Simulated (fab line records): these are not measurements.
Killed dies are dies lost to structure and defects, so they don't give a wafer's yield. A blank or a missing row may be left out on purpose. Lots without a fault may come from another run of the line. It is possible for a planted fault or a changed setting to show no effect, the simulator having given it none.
Matching of chambers    flow gf180mcu    3 sister chambers for GF_PASSIVATION_CVD_02 on pecvd-01
The step deposits Si3N4, target thk 700 nm, time 486.18 s. 6 wafers are shown with their chamber, then 8 later ones without.

== WAFERS, EACH WITH ITS CHAMBER ==
wafer   chamber  heaterPowerW (W)  susceptorTempC (C)
L080.2  1        855               400.07
L080.4  1        879               399.96
L080.6  2        809               400.35
L082.1  2        805               399.93
L083.5  0        728               400.14
L084.1  0        841               400.20

== WAFERS MISSING THEIR CHAMBER ==
wafer   heaterPowerW (W)  susceptorTempC (C)
L084.2  874               399.72
L084.3  856               400.52
L084.4  904               399.75
L084.5  914               400.32
L084.6  905               399.99
L095.2  752               399.61
L095.5  810               400.20
L095.6  740               400.09

== WHICH CHAMBER EACH ONE RAN IN ==
wafer   from the rows above           in truth
L084.2  can't be placed: 1 or 2 or 0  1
L084.3  can't be placed: 2 or 0 or 1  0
L084.4  can't be placed: 1 or 2 or 0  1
L084.5  can't be placed: 1 or 2 or 0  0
L084.6  can't be placed: 1 or 2 or 0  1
L095.2  can't be placed: 2 or 0 or 1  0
L095.5  can't be placed: 2 or 0 or 1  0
L095.6  can't be placed: 0 or 2 or 1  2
Placed correctly: 0 of 8. Unplaceable from these rows: 8, with the true chamber sitting among the candidates in 8. Placed wrongly: 0.
How it was worked out, from the rows above alone: a wafer's distance from a chamber is the root of the sum, over the readings, of the square of ((its reading less the chamber's mean) divided by the reading's scatter). The wafer belongs to the nearest chamber; if the next one is less than 2 further off, it can't be placed. For every chamber, the mean is computed from those of its wafers that are shown. The scatter is the square root of a quotient: the sum, over the shown wafers, of each reading's squared deviation from its chamber's mean, divided by wafers minus chambers.
